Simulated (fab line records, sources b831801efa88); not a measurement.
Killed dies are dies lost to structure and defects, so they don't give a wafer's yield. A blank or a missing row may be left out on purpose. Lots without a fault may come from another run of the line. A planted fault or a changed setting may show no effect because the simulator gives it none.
Which tool did it? | flow gf180mcu | 14 lots, 42 wafers sampled, at 5 steps of a route of 602

WHAT THE GAUGES READ, wafer by wafer
GF_V5_CD_MEAS_14: target cd 260 nm. Usual: cd_nm 259.7 nm, standard deviation 1.1.
lot  | measured     | on        | cd_nm (nm)        | flag
L852 | day 27 21:31 | cd_sem-02 | 259.4 260.4 260.3 |
L854 | day 28 02:38 | cd_sem-01 | 260.3 259.1 259.3 |
L855 | day 28 12:59 | cd_sem-01 | 259.1 259.9 260.2 |
L856 | day 28 20:46 | cd_sem-02 | 258.5 258.4 257.7 |
L857 | day 29 03:37 | cd_sem-02 | 259.1 261.9 259.2 |
L859 | day 29 12:40 | cd_sem-02 | 260.9 261.1 261.3 |
L868 | day 32 04:28 | cd_sem-01 | 258.7 258.1 258.4 |
L869 | day 32 12:28 | cd_sem-02 | 258.4 257.6 258.7 |
L871 | day 33 01:09 | cd_sem-02 | 260.8 260.4 261.7 |
L872 | day 33 01:28 | cd_sem-01 | 259.5 259.0 259.6 |
L873 | day 33 13:01 | cd_sem-01 | 258.7 259.4 260.1 |
L874 | day 33 13:59 | cd_sem-02 | 258.4 259.3 258.8 |

WHICH TOOL RAN EACH LOT (tool, then ch and the chambers of the sampled wafers, then the start)
lot  | GF_V4_SPUTTER_21             | GF_MIM_SPUTTER_09            | GF_M5_ETCH_09                      | GF_M5_STRIP_11
L852 | pvd_sputter-01, day 25 05:38 | pvd_sputter-03, day 25 06:42 | rie_diel-03 ch 0,1,2, day 27 00:52 | plasma_asher-02 ch 0,1, day 27 01:00
L854 | pvd_sputter-04, day 25 09:14 | pvd_sputter-04, day 25 10:18 | rie_diel-03 ch 2,3, day 27 05:16   | plasma_asher-02 ch 0,1, day 27 05:24
L855 | pvd_sputter-01, day 25 23:34 | pvd_sputter-02, day 26 00:39 | rie_diel-02 ch 0,3, day 27 16:16   | plasma_asher-03 ch 0,1, day 27 16:24
L856 | pvd_sputter-04, day 26 06:29 | pvd_sputter-03, day 26 07:33 | rie_diel-03 ch 1,2, day 28 00:13   | plasma_asher-04 ch 0, day 28 00:21
L857 | pvd_sputter-03, day 26 14:59 | pvd_sputter-03, day 26 16:03 | rie_diel-04 ch 0,1,3, day 28 06:55 | plasma_asher-04 ch 0,1, day 28 07:03
L859 | pvd_sputter-01, day 26 22:59 | pvd_sputter-03, day 27 00:17 | rie_diel-02 ch 0,3, day 28 16:13   | plasma_asher-03 ch 0,1, day 28 16:21
L864 | pvd_sputter-04, day 28 21:14 | pvd_sputter-04, day 28 22:18 | rie_diel-03 ch 1,2,3, day 30 11:55 | plasma_asher-04 ch 0,1, day 30 12:03
L865 | pvd_sputter-03, day 29 05:08 | pvd_sputter-04, day 29 06:16 | rie_diel-02 ch 1,3, day 30 20:19   | plasma_asher-03 ch 0,1, day 30 20:27
L868 | pvd_sputter-04, day 29 20:32 | pvd_sputter-03, day 29 21:37 | rie_diel-04 ch 0,1,3, day 31 10:07 | plasma_asher-02 ch 0,1, day 31 10:15
L869 | pvd_sputter-01, day 30 04:58 | pvd_sputter-03, day 30 06:04 | rie_diel-03 ch 0,1,3, day 31 18:19 | plasma_asher-02 ch 0,1, day 31 18:27
L871 | pvd_sputter-04, day 30 19:11 | pvd_sputter-04, day 30 20:16 | rie_diel-04 ch 1,2, day 32 07:13   | plasma_asher-02 ch 0,1, day 32 07:28
L872 | pvd_sputter-01, day 30 19:11 | pvd_sputter-02, day 30 20:17 | rie_diel-04 ch 0,1,2, day 32 07:46 | plasma_asher-04 ch 0,1, day 32 07:54
L873 | pvd_sputter-03, day 31 08:44 | pvd_sputter-02, day 31 09:48 | rie_diel-04 ch 0,2,3, day 32 19:43 | plasma_asher-03 ch 0,1, day 32 19:51
L874 | pvd_sputter-04, day 31 10:26 | pvd_sputter-04, day 31 11:30 | rie_diel-02 ch 1,2,3, day 32 21:10 | plasma_asher-04 ch 1, day 32 21:18
- GF_V4_SPUTTER_21: material Ti, target thk 15 nm, time 80.02 s.
- GF_MIM_SPUTTER_09: material TiN, target thk 35 nm, time 29.2 s.
- GF_M5_ETCH_09: etches Si3N4 in CF4/O2, target depth 52 nm, time 11.6 s.
- GF_M5_STRIP_11: strips in O2/N2.

WHAT THE TOOLS THEMSELVES READ (means of the sampled wafers that have a number; where no wafer has one, the mark that the record gives instead)
GF_V4_SPUTTER_21. Usual: throttle_valve_pct 29.7 %, standard deviation 1.3.
lot  | tool           | throttle_valve_pct (%) | flag
L852 | pvd_sputter-01 | 29.3                   |
L854 | pvd_sputter-04 | 30.7                   |
L855 | pvd_sputter-01 | 29.1                   |
L856 | pvd_sputter-04 | 29.6                   |
L857 | pvd_sputter-03 | 29.6                   |
L859 | pvd_sputter-01 | 29.0                   |
L864 | pvd_sputter-04 | 28.8                   |
L865 | pvd_sputter-03 | 30.2                   |
L868 | pvd_sputter-04 | 30.7                   |
L869 | pvd_sputter-01 | 29.3                   |
L871 | pvd_sputter-04 | 29.6                   |
L872 | pvd_sputter-01 | 29.2                   |
L873 | pvd_sputter-03 | 30.0                   |
L874 | pvd_sputter-04 | 30.2                   |

GF_MIM_SPUTTER_09. Usual: throttle_valve_pct 30.0 %, standard deviation 1.3.
lot  | tool           | throttle_valve_pct (%) | flag
L852 | pvd_sputter-03 | 30.8                   |
L854 | pvd_sputter-04 | 28.8                   |
L855 | pvd_sputter-02 | 30.3                   |
L856 | pvd_sputter-03 | 29.4                   |
L857 | pvd_sputter-03 | 29.4                   |
L859 | pvd_sputter-03 | 29.9                   |
L864 | pvd_sputter-04 | 30.3                   |
L865 | pvd_sputter-04 | 30.3                   |
L868 | pvd_sputter-03 | 29.6                   |
L869 | pvd_sputter-03 | 30.0                   |
L871 | pvd_sputter-04 | 29.6                   |
L872 | pvd_sputter-02 | 29.9                   |
L873 | pvd_sputter-02 | 29.7                   |
L874 | pvd_sputter-04 | 29.6                   |

GF_M5_ETCH_09. Usual: O2_flow_sccm 10.005 sccm, standard deviation 0.027; bias_w 150.0 W, standard deviation 0.42; drypump_motor_current_A 5.6 A, standard deviation 0.38; oes_product_au 1.002 a.u., standard deviation 0.01; throttle_valve_pct 5.969 %, standard deviation 0.0093.
lot  | tool        | O2_flow_sccm (sccm) | bias_w (W) | drypump_motor_current_A (A) | oes_product_au (a.u.) | throttle_valve_pct (%) | flag
L852 | rie_diel-03 | 10.030              | 149.8      | 5.7                         | 0.995                 | 5.975                  |
L854 | rie_diel-03 | 10.025              | 150.1      | 5.6                         | 0.984                 | 5.970                  |
L855 | rie_diel-02 | 9.980               | 150.0      | 5.4                         | 1.009                 | 5.970                  |
L856 | rie_diel-03 | 9.988               | 150.1      | 5.5                         | 0.996                 | 5.967                  |
L857 | rie_diel-04 | 9.987               | 149.9      | 5.4                         | 1.007                 | 5.973                  |
L859 | rie_diel-02 | 10.047              | 150.0      | 5.4                         | 1.005                 | 5.961                  |
L864 | rie_diel-03 | -                   | -          | -                           | -                     | -                      | OFF
L865 | rie_diel-02 | -                   | -          | -                           | -                     | -                      | OFF
L868 | rie_diel-04 | 10.006              | 150.2      | 5.4                         | 1.008                 | 5.973                  |
L869 | rie_diel-03 | 10.003              | 149.9      | 5.8                         | 1.001                 | 5.968                  |
L871 | rie_diel-04 | 9.995               | 149.9      | 5.6                         | 1.003                 | 5.974                  |
L872 | rie_diel-04 | 10.012              | 150.2      | 5.3                         | 1.006                 | 5.971                  |
L873 | rie_diel-04 | 10.008              | 149.8      | 5.2                         | 1.012                 | 5.966                  |
L874 | rie_diel-02 | 10.016              | 150.0      | 5.9                         | 1.001                 | 5.962                  |

GF_M5_STRIP_11. Usual: drypump_motor_current_A 5.8 A, standard deviation 0.62; heater_power_w 323 W, standard deviation 12; oes_product_au 0.544 a.u., standard deviation 0.0052; strip_time_to_endpoint_s 7.55 s, standard deviation 0.038.
lot  | tool            | drypump_motor_current_A (A) | heater_power_w (W) | oes_product_au (a.u.) | strip_time_to_endpoint_s (s) | flag
L852 | plasma_asher-02 | 5.9                         | 309                | 0.539                 | 7.55                         |
L854 | plasma_asher-02 | 5.9                         | 318                | 0.546                 | 7.59                         |
L855 | plasma_asher-03 | 5.6                         | 331                | 0.545                 | 7.47                         |
L856 | plasma_asher-04 | 5.0                         | 321                | 0.542                 | 7.58                         |
L857 | plasma_asher-04 | 6.1                         | 327                | 0.544                 | 7.61                         |
L859 | plasma_asher-03 | 5.6                         | 332                | 0.548                 | 7.54                         |
L864 | plasma_asher-04 | 6.1                         | 326                | 0.556                 | 7.83                         | OFF
L865 | plasma_asher-03 | 5.4                         | 345                | 0.561                 | 7.87                         | OFF
L868 | plasma_asher-02 | 6.1                         | 310                | 0.539                 | 7.58                         |
L869 | plasma_asher-02 | 6.1                         | 314                | 0.544                 | 7.56                         |
L871 | plasma_asher-02 | 5.9                         | 312                | 0.539                 | 7.54                         |
L872 | plasma_asher-04 | 6.1                         | 327                | 0.541                 | 7.54                         |
L873 | plasma_asher-03 | 5.4                         | 341                | 0.543                 | 7.53                         |
L874 | plasma_asher-04 | 6.7                         | 328                | 0.546                 | 7.55                         |

THE ANSWER, worked out from the rows above alone
Rule: a lot is off if the mean of its wafers that have a number lies more than 3 standard deviations from the usual mean. A lot without any number at a reading at which 4 lots or more have one is off too. The other lots that the step has rows for count as sound. The gauges are gone through in route order, then the tools' own readings, and for those a lot's mean is taken as printed above. The first step at which some lot is off is used, and at that step the reading that is off furthest; a lot without a number counts as furthest.
Off: L864, L865, at GF_M5_ETCH_09 (O2_flow_sccm). Without a number there: L864, L865.
A tool fits if, at that step or a process step before it, it ran every lot that is off, and no sound lot after the first of them. None of those tried fits.

WHAT THE SIMULATOR HAD PUT IN
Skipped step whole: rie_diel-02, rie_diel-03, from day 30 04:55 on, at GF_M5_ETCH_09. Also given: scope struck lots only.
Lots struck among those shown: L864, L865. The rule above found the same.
